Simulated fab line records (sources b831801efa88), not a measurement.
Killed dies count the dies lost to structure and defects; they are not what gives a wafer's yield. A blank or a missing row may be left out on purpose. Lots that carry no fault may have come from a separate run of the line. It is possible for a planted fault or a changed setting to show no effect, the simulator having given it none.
Which tool is to blame?    flow gf180mcu    6 lots with 17 wafers sampled at 3 steps, on a route of 602 steps

== WHAT EACH GAUGE READ, for each wafer ==
GF_MVPSD_OVL_MEAS_07.
lot   measured      on          MVPSD_OVL (nm)
L300  day 6 00:29   overlay-01  0.1 -0.2 1.4
L302  day 6 09:29   overlay-02  -0.5 -1.0 0.1
L306  day 7 03:47   overlay-02  1.8 -0.5
L314  day 8 23:41   overlay-02  1.6 2.5 1.8
L316  day 9 13:42   overlay-01  0.1 0.0 0.0
L320  day 10 12:14  overlay-02  -1.2 -1.6 -0.2

== EACH LOT AND THE TOOL THAT RAN IT (in order: tool; ch and the chambers of the sampled wafers; start) ==
lot   GF_MVSD_STRIP_10                    GF_MVPSD_COAT_02
L300  plasmaAsher-03 ch 0,1, day 5 10:25  lithoTrack-03 ch 0, day 5 17:02
L302  plasmaAsher-01 ch 0,1, day 5 18:11  lithoTrack-04 ch 0, day 6 01:38
L306  plasmaAsher-01 ch 0,1, day 6 12:22  lithoTrack-04 ch 0, day 6 19:35
L314  plasmaAsher-01 ch 0,1, day 8 07:13  lithoTrack-03 ch 0, day 8 15:35
L316  plasmaAsher-01 ch 0,1, day 8 19:54  lithoTrack-02 ch 0, day 9 04:36
L320  plasmaAsher-03 ch 0,1, day 9 18:28  lithoTrack-04 ch 0, day 10 03:10
- GF_MVSD_STRIP_10: strips in O2/N2.
- GF_MVPSD_COAT_02: resist thk 3000 nm.

== THE ANSWER, worked out from the rows above alone ==
Rule: the lots themselves supply what counts as usual. Put in order of their means at a reading, lots are off if they are a third of the lots or fewer, leave a main group of 4 or more, and stand apart from it by a gap of 3 or more times the standard deviation of the main group's means; of several such gaps the widest counts. If all means in a main group match to the digits the tables above print for the reading, that group is not used. Also off: a lot with no number at a reading for which 4 or more lots have one. The other lots that the step has rows for count as sound.
Across all readings shown, no lot is off: no conclusion can be drawn from this.

== WHAT HAD BEEN PUT IN BY THE SIMULATOR ==
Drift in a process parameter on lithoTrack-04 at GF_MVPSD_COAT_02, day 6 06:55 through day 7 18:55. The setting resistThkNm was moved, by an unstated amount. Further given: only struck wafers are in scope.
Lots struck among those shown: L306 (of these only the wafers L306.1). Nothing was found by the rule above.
